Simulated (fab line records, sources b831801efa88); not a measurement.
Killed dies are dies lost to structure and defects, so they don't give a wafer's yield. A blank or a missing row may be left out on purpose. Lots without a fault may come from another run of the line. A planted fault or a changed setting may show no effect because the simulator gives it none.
One fault seen from 2 desks | flow gf180mcu | each desk has only its own numbers; what lay behind them comes last

THE TOOL OWNER'S DESK: cmp-01
The tool's own readings at GF_CONTACT_CMP_27 (polishes, stops on SiO2, t overpolish 15 s, target thk 0 nm): means of the sampled wafers that have a number, for each lot that ran on this tool. A lot is out of limits, marked OUT, if its mean lies more than 4 standard deviations from the usual mean; the brackets give that distance.
Columns: A = head_pressure_psi at GF_CONTACT_CMP_27, usual 3.500 psi; B = motor_current_A at GF_CONTACT_CMP_27, usual 11.4 A; C = overpolish_run_s at GF_CONTACT_CMP_27, usual 15.000 s; D = time_to_endpoint_s at GF_CONTACT_CMP_27, usual 73.2 s
lot  | first seen here | A               | B    | C      | D
L812 | day 16 17:08    | 3.506           | 10.5 | 14.999 | 79.5
L813 | day 16 22:13    | 3.504           | 10.9 | 14.997 | 76.1
L815 | day 17 23:35    | 3.507           | 10.3 | 14.994 | 75.2
L819 | day 19 07:41    | 3.490           | 11.1 | 14.994 | 74.8
L820 | day 19 16:42    | 3.497           | 11.0 | 14.995 | 76.9
L824 | day 21 03:56    | 3.174 (-41) OUT | 9.6  | 15.004 | 80.0
L825 | day 21 08:56    | 3.177 (-40) OUT | 9.4  | 14.996 | 82.1
L833 | day 24 04:53    | 3.497           | 11.0 | 14.995 | 69.6
This desk's finding: out of limits on L824, L825; first on L824, day 21 03:56 (head_pressure_psi at GF_CONTACT_CMP_27). In limits: L812, L813, L815, L819, L820, L833.

THE METROLOGY DESK
What the gauges read, lot by lot, whatever tool the lot ran on: means of the sampled wafers that have a number. A lot is out of limits, marked OUT, if its mean lies more than 4 standard deviations from the usual mean; the brackets give that distance.
Columns: A = NSD_TW at GF_NSD_TW_MEAS_12, usual 4306; B = CONTACT_CVD_02_THK at GF_CONTACT_THK_MEAS_03, usual 859 nm
lot  | first seen here | A    | B
L812 | day 13 19:09    | 4259 | 867
L813 | day 14 00:18    | 4308 | 858
L815 | day 14 23:07    | 4318 | 869
L817 | day 15 12:24    | 4310 | 872
L816 | day 15 13:19    | 4350 | 864
L819 | day 16 05:57    | 4302 | 855
L820 | day 16 14:32    | 4313 | 857
L821 | day 16 22:32    | 4284 | 859
L824 | day 17 23:36    | 4323 | 870
L825 | day 18 05:03    | 4321 | 858
L832 | day 20 12:11    | 4227 | 850
L833 | day 21 02:45    | 4277 | 840
L834 | day 21 08:50    | 4257 | 867
L835 | day 21 13:32    | 4257 | 855
This desk's finding: nothing out of limits on any of the 14 lots.

PUT TOGETHER
The tool owner's desk could have raised an alarm at day 21 03:56, on L824, L825.
The metrology desk saw nothing out of limits.
The metrology desk has L824, L825 on record, within its limits.
Of the lots named, all ran GF_CONTACT_CMP_27 on cmp-01.

WHAT THE SIMULATOR HAD PUT IN
Process parameter drift: cmp-01, from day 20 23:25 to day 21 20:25, at GF_CONTACT_CMP_27. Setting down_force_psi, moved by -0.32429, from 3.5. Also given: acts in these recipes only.
Lots struck among those shown: L824, L825.
Hours from the fault's start to each desk's first reading out of limits: the tool owner's desk, 5.
